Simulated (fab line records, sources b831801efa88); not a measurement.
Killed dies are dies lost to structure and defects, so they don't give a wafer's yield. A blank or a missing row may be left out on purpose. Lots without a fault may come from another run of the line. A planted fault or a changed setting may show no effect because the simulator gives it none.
Which tool did it? | flow gf180mcu | 24 lots, 72 wafers sampled, at 4 steps of a route of 602

WHAT THE GAUGES READ, wafer by wafer
GF_V5_OVL_MEAS_15. Usual: V5_OVL -3 nm, standard deviation 5.3.
lot  | measured     | on         | V5_OVL (nm) | flag
L074 | day 26 19:50 | overlay-02 | 4 1 6       |
L075 | day 27 01:05 | overlay-02 | -6 -9 -8    |
L076 | day 27 08:26 | overlay-02 | -2 -3 -5    |
L077 | day 27 23:56 | overlay-02 | -7 -4 -8    |
L078 | day 28 01:26 | overlay-02 | -4 -3 1     |
L079 | day 28 07:38 | overlay-01 | -8 -6 -8    |
L080 | day 28 22:44 | overlay-02 | 5 4 -1      |
L081 | day 29 02:09 | overlay-02 | -9 -5 -6    |
L082 | day 29 17:32 | overlay-02 | -7 -7 -10   |
L083 | day 30 04:26 | overlay-01 | -1 -1 1     |
L084 | day 30 09:23 | overlay-01 | -5 -3 -2    |
L085 | day 30 22:54 | overlay-02 | -8 -11 -10  |
L086 | day 31 03:44 | overlay-01 | 2 -1 4      |
L087 | day 31 12:32 | overlay-01 | 4 5 1       |
L088 | day 31 13:05 | overlay-02 | -2 -7 -2    |
L090 | day 32 02:08 | overlay-01 | 9 3 9       |
L089 | day 32 05:50 | overlay-01 | 6 2 4       |
L092 | day 32 14:14 | overlay-01 | -7 -6 -2    |
L091 | day 32 16:38 | overlay-01 | -4 -2 -4    |
L093 | day 32 22:26 | overlay-02 | -1 -4 -9    |
L094 | day 33 02:35 | overlay-02 | 4 -1 0      |
L096 | day 33 06:11 | overlay-02 | -11 -3 -9   |
L095 | day 33 09:33 | overlay-01 | 5 -3 11     |
L097 | day 33 20:05 | overlay-02 | -7 -9 0     |

WHICH TOOL RAN EACH LOT (tool, then ch and the chambers of the sampled wafers, then the start)
lot  | GF_M3_SPUTTER_00             | GF_M4_STRIP_17                       | GF_V4_CMP_26
L074 | pvd_sputter-01, day 19 21:44 | plasma_asher-03 ch 0,1, day 23 00:21 | cmp-02 ch 0,1,3, day 24 01:50
L075 | pvd_sputter-01, day 20 03:01 | plasma_asher-01 ch 0, day 23 04:45   | cmp-02 ch 0,1,3, day 24 06:04
L076 | pvd_sputter-03, day 20 13:08 | plasma_asher-04 ch 0,1, day 23 14:21 | cmp-01 ch 0,1, day 24 14:13
L077 | pvd_sputter-03, day 21 04:43 | plasma_asher-03 ch 0,1, day 24 05:44 | cmp-01 ch 2,3, day 25 06:16
L078 | pvd_sputter-01, day 21 08:31 | plasma_asher-03 ch 0,1, day 24 08:20 | cmp-01 ch 0,2, day 25 08:43
L079 | pvd_sputter-01, day 21 16:14 | plasma_asher-03 ch 0,1, day 24 16:15 | cmp-02 ch 0,2, day 25 16:26
L080 | pvd_sputter-04, day 22 08:16 | plasma_asher-04 ch 0,1, day 25 07:34 | cmp-02 ch 1,3, day 26 07:25
L081 | pvd_sputter-03, day 22 13:49 | plasma_asher-01 ch 0,1, day 25 12:16 | cmp-01 ch 1,2,3, day 26 11:48
L082 | pvd_sputter-04, day 23 08:17 | plasma_asher-04 ch 0, day 26 06:49   | cmp-02 ch 0,1,2, day 27 06:06
L083 | pvd_sputter-03, day 23 22:07 | plasma_asher-03 ch 0,1, day 26 18:08 | cmp-02 ch 0,2,3, day 27 16:48
L084 | pvd_sputter-03, day 24 03:02 | plasma_asher-04 ch 0,1, day 26 23:59 | cmp-02 ch 2,3, day 27 21:45
L085 | pvd_sputter-04, day 24 20:37 | plasma_asher-01 ch 0,1, day 27 15:41 | cmp-02 ch 0,1,2, day 28 13:33
L086 | pvd_sputter-03, day 25 02:58 | plasma_asher-03 ch 0, day 27 21:47   | cmp-02 ch 0,1, day 28 18:46
L087 | pvd_sputter-03, day 25 12:40 | plasma_asher-04 ch 1, day 28 05:53   | cmp-02 ch 0,2,3, day 29 03:34
L088 | pvd_sputter-01, day 25 16:37 | plasma_asher-04 ch 0,1, day 28 09:14 | cmp-01 ch 0,2, day 29 06:56
L090 | pvd_sputter-04, day 26 06:31 | plasma_asher-04 ch 0,1, day 28 22:05 | cmp-01 ch 1,2,3, day 29 19:01
L089 | pvd_sputter-03, day 26 10:16 | plasma_asher-01 ch 1, day 29 02:01   | cmp-02 ch 1,3, day 29 22:52
L092 | pvd_sputter-01, day 26 22:40 | plasma_asher-04 ch 0,1, day 29 10:49 | cmp-02 ch 0,1,2, day 30 07:44
L091 | pvd_sputter-03, day 27 01:32 | plasma_asher-04 ch 0,1, day 29 14:14 | cmp-02 ch 1,3, day 30 11:07
L093 | pvd_sputter-04, day 27 07:11 | plasma_asher-03 ch 0,1, day 29 20:38 | cmp-01 ch 1,3, day 30 17:04
L094 | pvd_sputter-03, day 27 11:41 | plasma_asher-03 ch 0,1, day 30 00:48 | cmp-01 ch 1,2,3, day 30 21:25
L096 | pvd_sputter-03, day 27 17:36 | plasma_asher-04 ch 0,1, day 30 05:57 | cmp-01 ch 2,3, day 31 02:05
L095 | pvd_sputter-03, day 27 20:18 | plasma_asher-01 ch 0,1, day 30 08:35 | cmp-02 ch 1,2, day 31 04:55
L097 | pvd_sputter-03, day 28 08:34 | plasma_asher-04 ch 0,1, day 30 19:23 | cmp-01 ch 1,2,3, day 31 15:47
- GF_M3_SPUTTER_00: material Ti, target thk 37.5 nm, time 150 s.
- GF_M4_STRIP_17: strips in O2/N2.
- GF_V4_CMP_26: polishes, stops on SiO2, t overpolish 15 s, target thk 0 nm.

WHAT THE TOOLS THEMSELVES READ (means of the sampled wafers that have a number; where no wafer has one, the mark that the record gives instead)
GF_M3_SPUTTER_00. Usual: throttle_valve_pct 29.5 %, standard deviation 1.3.
lot  | tool           | throttle_valve_pct (%) | flag
L074 | pvd_sputter-01 | 30.1                   |
L075 | pvd_sputter-01 | 31.7                   |
L076 | pvd_sputter-03 | 30.0                   |
L077 | pvd_sputter-03 | 28.9                   |
L078 | pvd_sputter-01 | 30.5                   |
L079 | pvd_sputter-01 | 29.2                   |
L080 | pvd_sputter-04 | 28.9                   |
L081 | pvd_sputter-03 | 29.4                   |
L082 | pvd_sputter-04 | 29.4                   |
L083 | pvd_sputter-03 | 29.6                   |
L084 | pvd_sputter-03 | 30.1                   |
L085 | pvd_sputter-04 | 30.1                   |
L086 | pvd_sputter-03 | 29.3                   |
L087 | pvd_sputter-03 | 29.4                   |
L088 | pvd_sputter-01 | 31.7                   |
L090 | pvd_sputter-04 | 29.6                   |
L089 | pvd_sputter-03 | 29.6                   |
L092 | pvd_sputter-01 | 29.5                   |
L091 | pvd_sputter-03 | 29.4                   |
L093 | pvd_sputter-04 | 30.0                   |
L094 | pvd_sputter-03 | 29.5                   |
L096 | pvd_sputter-03 | 28.6                   |
L095 | pvd_sputter-03 | 28.9                   |
L097 | pvd_sputter-03 | 28.7                   |

GF_M4_STRIP_17. Usual: drypump_motor_current_A 5.6 A, standard deviation 0.32; heater_power_w 343 W, standard deviation 27; n2_flow_sccm 300.1 sccm, standard deviation 0.83; oes_product_au 0.537 a.u., standard deviation 0.0052; platen_temp_c 250.01 C, standard deviation 0.17; strip_time_to_endpoint_s 7.37 s, standard deviation 0.061.
lot  | tool            | drypump_motor_current_A (A) | heater_power_w (W) | n2_flow_sccm (sccm) | oes_product_au (a.u.) | platen_temp_c (C) | strip_time_to_endpoint_s (s) | flag
L074 | plasma_asher-03 | 5.9                         | 332                | 300.3               | 0.542                 | 249.97            | 7.41                         |
L075 | plasma_asher-01 | 5.7                         | 382                | 299.5               | 0.534                 | 250.14            | 7.36                         |
L076 | plasma_asher-04 | 5.5                         | 331                | 299.7               | 0.541                 | 250.07            | 7.41                         |
L077 | plasma_asher-03 | 5.9                         | 337                | 300.1               | 0.535                 | 250.02            | 7.36                         |
L078 | plasma_asher-03 | 6.0                         | 340                | 300.3               | 0.536                 | 250.01            | 7.35                         |
L079 | plasma_asher-03 | 6.0                         | 344                | 300.0               | 0.541                 | 249.98            | 7.44                         |
L080 | plasma_asher-04 | 5.6                         | 329                | 299.9               | 0.541                 | 249.96            | 7.42                         |
L081 | plasma_asher-01 | 5.6                         | 364                | 300.4               | 0.539                 | 249.72            | 7.35                         |
L082 | plasma_asher-04 | 5.7                         | 309                | 299.2               | 0.539                 | 249.94            | 7.48                         |
L083 | plasma_asher-03 | 6.0                         | 346                | 300.4               | 0.537                 | 249.78            | 7.42                         |
L084 | plasma_asher-04 | 5.4                         | 353                | 300.1               | 0.539                 | 249.98            | 7.35                         |
L085 | plasma_asher-01 | 5.5                         | 366                | 300.0               | 0.535                 | 249.94            | 7.36                         |
L086 | plasma_asher-03 | 5.9                         | 329                | 300.0               | 0.535                 | 250.38            | 7.31                         |
L087 | plasma_asher-04 | 5.2                         | 374                | 300.1               | 0.533                 | 250.06            | 7.31                         |
L088 | plasma_asher-04 | 5.4                         | 349                | 301.1               | 0.537                 | 249.99            | 7.36                         |
L090 | plasma_asher-04 | 5.6                         | 333                | 300.1               | 0.537                 | 250.04            | 7.38                         |
L089 | plasma_asher-01 | 5.3                         | 324                | 299.3               | 0.537                 | 249.97            | 7.31                         |
L092 | plasma_asher-04 | 5.4                         | 347                | 299.7               | 0.535                 | 249.96            | 7.28                         |
L091 | plasma_asher-04 | 5.6                         | 334                | 300.4               | 0.536                 | 249.99            | 7.36                         |
L093 | plasma_asher-03 | 6.0                         | 344                | 299.9               | 0.536                 | 250.00            | 7.32                         |
L094 | plasma_asher-03 | 5.9                         | 339                | 300.7               | 0.537                 | 249.89            | 7.36                         |
L096 | plasma_asher-04 | 5.5                         | 332                | 300.7               | 0.536                 | 250.24            | 7.39                         |
L095 | plasma_asher-01 | 5.6                         | 363                | 300.8               | 0.536                 | 250.24            | 7.28                         |
L097 | plasma_asher-04 | 5.5                         | 327                | 299.8               | 0.538                 | 250.05            | 7.41                         |

GF_V4_CMP_26. Usual: motor_current_A 10.6 A, standard deviation 0.93; overpolish_run_s 15.000 s, standard deviation 0.0093; time_to_endpoint_s 85 s, standard deviation 4.6.
lot  | tool   | motor_current_A (A) | overpolish_run_s (s) | time_to_endpoint_s (s) | flag
L074 | cmp-02 | 10.5                | 15.001               | 83                     |
L075 | cmp-02 | 10.9                | 14.994               | 85                     |
L076 | cmp-01 | 11.1                | 15.002               | 84                     |
L077 | cmp-01 | 10.3                | 14.994               | 82                     |
L078 | cmp-01 | 10.5                | 14.996               | 80                     |
L079 | cmp-02 | 10.1                | 14.998               | 86                     |
L080 | cmp-02 | 11.4                | 14.991               | 87                     |
L081 | cmp-01 | 11.0                | 15.003               | 85                     |
L082 | cmp-02 | 10.7                | 15.009               | 87                     |
L083 | cmp-02 | 10.0                | 15.001               | 85                     |
L084 | cmp-02 | 10.0                | 14.992               | 82                     |
L085 | cmp-02 | 10.6                | 15.001               | 85                     |
L086 | cmp-02 | 11.2                | 15.003               | 88                     |
L087 | cmp-02 | 9.7                 | 15.004               | 89                     |
L088 | cmp-01 | 11.4                | 15.003               | 85                     |
L090 | cmp-01 | 10.8                | 14.998               | 81                     |
L089 | cmp-02 | 10.9                | 15.007               | 91                     |
L092 | cmp-02 | 10.4                | 15.002               | 92                     |
L091 | cmp-02 | 11.4                | 15.001               | 92                     |
L093 | cmp-01 | 10.4                | 14.989               | 80                     |
L094 | cmp-01 | 10.9                | 15.013               | 83                     |
L096 | cmp-01 | 10.1                | 14.999               | 82                     |
L095 | cmp-02 | 9.9                 | 15.014               | 93                     |
L097 | cmp-01 | 11.2                | 14.990               | 81                     |

THE ANSWER, worked out from the rows above alone
Rule: a lot is off if the mean of its wafers that have a number lies more than 3 standard deviations from the usual mean. A lot without any number at a reading at which 4 lots or more have one is off too. The other lots that the step has rows for count as sound. The gauges are gone through in route order, then the tools' own readings, and for those a lot's mean is taken as printed above. The first step at which some lot is off is used, and at that step the reading that is off furthest; a lot without a number counts as furthest.
No lot is off at any reading shown: from this, nothing can be told.

WHAT THE SIMULATOR HAD PUT IN
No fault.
